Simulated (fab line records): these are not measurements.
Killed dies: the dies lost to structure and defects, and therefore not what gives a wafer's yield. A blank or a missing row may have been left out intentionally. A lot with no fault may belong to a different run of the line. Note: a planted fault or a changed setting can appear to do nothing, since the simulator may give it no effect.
Chamber matching | flow gf180mcu | GF_V2_ETCH_16 on rie-diel-02: 4 sister chambers
The step etches BARC in N2/H2. 14 wafers are shown with their chamber, then 7 later ones without.

== WAFERS, EACH WITH ITS CHAMBER ==
wafer  | chamber | drypump-motor-current-A (A) | oes-product-au (a.u.) | throttle-valve-pct (%)
L081.2 | 0       | 6.3                         | 0.850                 | 13.234
L081.4 | 2       | 6.2                         | 0.852                 | 13.202
L081.5 | 0       | 6.3                         | 0.845                 | 13.228
L085.1 | 2       | 6.1                         | 0.851                 | 13.220
L085.2 | 1       | 5.8                         | 0.860                 | 13.228
L085.3 | 3       | 5.6                         | 0.851                 | 13.226
L086.3 | 2       | 6.1                         | 0.848                 | 13.224
L086.4 | 0       | 6.3                         | 0.856                 | 13.222
L086.5 | 1       | 5.7                         | 0.855                 | 13.228
L087.4 | 0       | 6.4                         | 0.854                 | 13.219
L087.5 | 1       | 5.7                         | 0.858                 | 13.212
L087.6 | 2       | 6.2                         | 0.860                 | 13.216
L089.1 | 0       | 6.4                         | 0.849                 | 13.246
L089.3 | 1       | 5.8                         | 0.854                 | 13.241

SIGNATURES (averages over the wafers above)
reading                 | chamber 0 | chamber 1 | chamber 2 | chamber 3 | scatter within a chamber
drypump-motor-current-A | 6.340     | 5.750     | 6.150     | 5.600     | 0.0566
oes-product-au          | 0.85080   | 0.85675   | 0.85275   | 0.85100   | 0.0042
throttle-valve-pct      | 13.22980  | 13.22725  | 13.21550  | 13.22600  | 0.0108
Rule: for each reading, subtract the chamber's mean from the wafer's reading, divide by that reading's scatter and square the result; add these up over the readings and take the root, which gives the wafer's distance from the chamber. The wafer belongs to the nearest chamber; if the next one is less than 2 further off, it can't be placed. How the scatter is found: for the shown wafers, subtract from each reading the mean of its chamber, square and add these, divide the total by (wafers less chambers), then take the root.

== WAFERS WITH NO CHAMBER GIVEN ==
wafer  | drypump-motor-current-A (A) | oes-product-au (a.u.) | throttle-valve-pct (%)
L089.6 | 6.2                         | 0.856                 | 13.208
L096.2 | 6.3                         | 0.857                 | 13.244
L096.4 | 5.8                         | 0.852                 | 13.228
L096.5 | 5.6                         | 0.858                 | 13.223
L097.2 | 5.6                         | 0.852                 | 13.212
L097.3 | 6.1                         | 0.854                 | 13.231
L097.6 | 6.2                         | 0.859                 | 13.232

== THE CHAMBER EACH PASSED THROUGH ==
wafer  | from the rows above     | in truth
L089.6 | 2                       | 2
L096.2 | can't be placed: 0 or 2 | 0
L096.4 | 1                       | 1
L096.5 | can't be placed: 3 or 1 | 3
L097.2 | can't be placed: 3 or 1 | 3
L097.3 | 2                       | 2
L097.6 | can't be placed: 2 or 0 | 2
Correct placement for 3 of the 7. Can't be placed from these rows: 4 (the true chamber is among the candidates in 4). 0 placed wrongly.
